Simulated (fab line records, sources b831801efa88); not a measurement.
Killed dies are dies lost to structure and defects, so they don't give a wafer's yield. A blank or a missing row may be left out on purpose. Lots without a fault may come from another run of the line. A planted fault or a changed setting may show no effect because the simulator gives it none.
Which tool did it? | flow gf180mcu | 11 lots, 32 wafers sampled, at 5 steps of a route of 602

WHAT THE GAUGES READ, wafer by wafer
GF_CONTACT_BOW_MEAS_05. Usual: CONTACT_BOW 65 um, standard deviation 7.2.
lot  | measured     | on            | CONTACT_BOW (um) | flag
L801 | day 15 04:33 | film_metro-01 | 71 69 67         |
L802 | day 15 09:05 | film_metro-02 | 63 64 71         |
L803 | day 15 17:43 | film_metro-02 | 68 69 57         |
L806 | day 16 20:25 | film_metro-04 | 66 57 76         |
L807 | day 17 06:17 | film_metro-04 | 71 57 63         |
L808 | day 17 13:10 | film_metro-02 | 75 60 65         |
L812 | day 19 11:09 | film_metro-01 | 68 62 74         |
L813 | day 20 01:48 | film_metro-04 | 49 59            |
L814 | day 20 06:53 | film_metro-04 | 76 56 73         |
L823 | day 22 19:49 | film_metro-04 | 69 64 68         |
L824 | day 23 01:01 | film_metro-01 | 71 70 59         |

GF_V1_RS_MEAS_24: measures by four-point-probe. Usual: V1_W_RS 0.329 ohm/sq, standard deviation 0.0031.
lot  | measured     | on            | V1_W_RS (ohm/sq)  | flag
L801 | day 18 05:31 | film_metro-01 | 0.328 0.327 0.330 |
L802 | day 18 10:05 | film_metro-01 | 0.325 0.326 0.327 |
L803 | day 18 18:06 | film_metro-03 | 0.333 0.329 0.331 |
L806 | day 19 22:43 | film_metro-01 | 0.330 0.329 0.335 |
L807 | day 20 08:32 | film_metro-03 | 0.330 0.336 0.330 |
L808 | day 20 14:36 | film_metro-01 | 0.326 0.325 0.329 |
L812 | day 22 12:56 | film_metro-03 | 0.325 0.170 0.329 | OFF
L813 | day 23 03:29 | film_metro-03 | 0.172 0.330       | OFF
L814 | day 23 08:35 | film_metro-04 | 0.329 0.172 0.330 | OFF
L823 | day 25 17:34 | film_metro-03 | 0.332 0.329 0.332 |
L824 | day 25 23:19 | film_metro-03 | 0.330 0.331 0.329 |

GF_V1_THK_MEAS_25: measures by xrf. Usual: V1_W_THK 355 nm, standard deviation 5.4.
lot  | measured     | on            | V1_W_THK (nm) | flag
L801 | day 18 05:38 | film_metro-01 | 355 356 351   |
L802 | day 18 10:12 | film_metro-01 | 354 355 356   |
L803 | day 18 18:13 | film_metro-03 | 350 354 353   |
L806 | day 19 22:50 | film_metro-01 | 355 354 352   |
L807 | day 20 08:40 | film_metro-03 | 350 345 351   |
L808 | day 20 14:43 | film_metro-01 | 362 366 359   |
L812 | day 22 13:04 | film_metro-03 | 357 - 353     |
L813 | day 23 03:36 | film_metro-03 | - 356         |
L814 | day 23 08:42 | film_metro-04 | 345 - 344     |
L823 | day 25 17:40 | film_metro-03 | 355 357 357   |
L824 | day 25 23:25 | film_metro-03 | 355 356 358   |

WHICH TOOL RAN EACH LOT (tool, then ch and the chambers of the sampled wafers, then the start)
lot  | GF_M1_SPUTTER_04             | GF_V1_CVD_23
L801 | pvd_sputter-04, day 16 04:26 | cvd_w-01 ch 0,1, day 18 05:23
L802 | pvd_sputter-04, day 16 08:53 | cvd_w-01 ch 0,1, day 18 09:58
L803 | pvd_sputter-02, day 16 18:24 | cvd_w-02 ch 0,1, day 18 17:59
L806 | pvd_sputter-04, day 17 20:51 | cvd_w-02 ch 0,1, day 19 22:35
L807 | pvd_sputter-02, day 18 07:22 | cvd_w-02 ch 0,1, day 20 08:25
L808 | pvd_sputter-02, day 18 13:24 | cvd_w-01 ch 0,1, day 20 14:28
L812 | pvd_sputter-01, day 20 12:08 | cvd_w-01 ch 0,1, day 22 12:50
L813 | pvd_sputter-01, day 21 02:44 | cvd_w-01 ch 1, day 23 03:22
L814 | pvd_sputter-02, day 21 08:28 | cvd_w-01 ch 0, day 23 08:28
L823 | pvd_sputter-02, day 23 19:16 | cvd_w-02 ch 0,1, day 25 17:27
L824 | pvd_sputter-02, day 24 00:38 | cvd_w-02 ch 0,1, day 25 23:11
- GF_M1_SPUTTER_04: material TiN, target thk 50 nm, time 41.7 s.
- GF_V1_CVD_23: deposits W, target thk 350 nm, time 105.05 s.

WHAT THE TOOLS THEMSELVES READ (means of the sampled wafers that have a number; where no wafer has one, the mark that the record gives instead)
GF_M1_SPUTTER_04. Usual: throttle_valve_pct 30.4 %, standard deviation 1.1.
lot  | tool           | throttle_valve_pct (%) | flag
L801 | pvd_sputter-04 | 31.6                   |
L802 | pvd_sputter-04 | 31.3                   |
L803 | pvd_sputter-02 | 30.3                   |
L806 | pvd_sputter-04 | 31.2                   |
L807 | pvd_sputter-02 | 30.3                   |
L808 | pvd_sputter-02 | 30.5                   |
L812 | pvd_sputter-01 | 29.9                   |
L813 | pvd_sputter-01 | 30.3                   |
L814 | pvd_sputter-02 | 30.9                   |
L823 | pvd_sputter-02 | 31.3                   |
L824 | pvd_sputter-02 | 30.8                   |

GF_V1_CVD_23. Usual: heater_power_w 828 W, standard deviation 160.
lot  | tool     | heater_power_w (W) | flag
L801 | cvd_w-01 | 993                |
L802 | cvd_w-01 | 919                |
L803 | cvd_w-02 | 664                |
L806 | cvd_w-02 | 677                |
L807 | cvd_w-02 | 668                |
L808 | cvd_w-01 | 990                |
L812 | cvd_w-01 | 991                |
L813 | cvd_w-01 | 1042               |
L814 | cvd_w-01 | 867                |
L823 | cvd_w-02 | 674                |
L824 | cvd_w-02 | 683                |

THE ANSWER, worked out from the rows above alone
Rule: a lot is off if the mean of its wafers that have a number lies more than 3 standard deviations from the usual mean. A lot without any number at a reading at which 4 lots or more have one is off too. The other lots that the step has rows for count as sound. The gauges are gone through in route order, then the tools' own readings, and for those a lot's mean is taken as printed above. The first step at which some lot is off is used, and at that step the reading that is off furthest; a lot without a number counts as furthest.
Off: L812, L813, L814, at GF_V1_RS_MEAS_24 (V1_W_RS).
A tool fits if, at a process step before that reading, it ran every lot that is off, and no sound lot after the first of them. The gauges at GF_V1_RS_MEAS_24 are tried like those tools. One fits: cvd_w-01 at GF_V1_CVD_23. Its last sound lot is L808 (day 20 14:28), its first lot that is off L812 (day 22 12:50): a fault that began between those two fits.

WHAT THE SIMULATOR HAD PUT IN
Process parameter drift: cvd_w-01, from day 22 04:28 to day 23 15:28, at GF_V1_CVD_23. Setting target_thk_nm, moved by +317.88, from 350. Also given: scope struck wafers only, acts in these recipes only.
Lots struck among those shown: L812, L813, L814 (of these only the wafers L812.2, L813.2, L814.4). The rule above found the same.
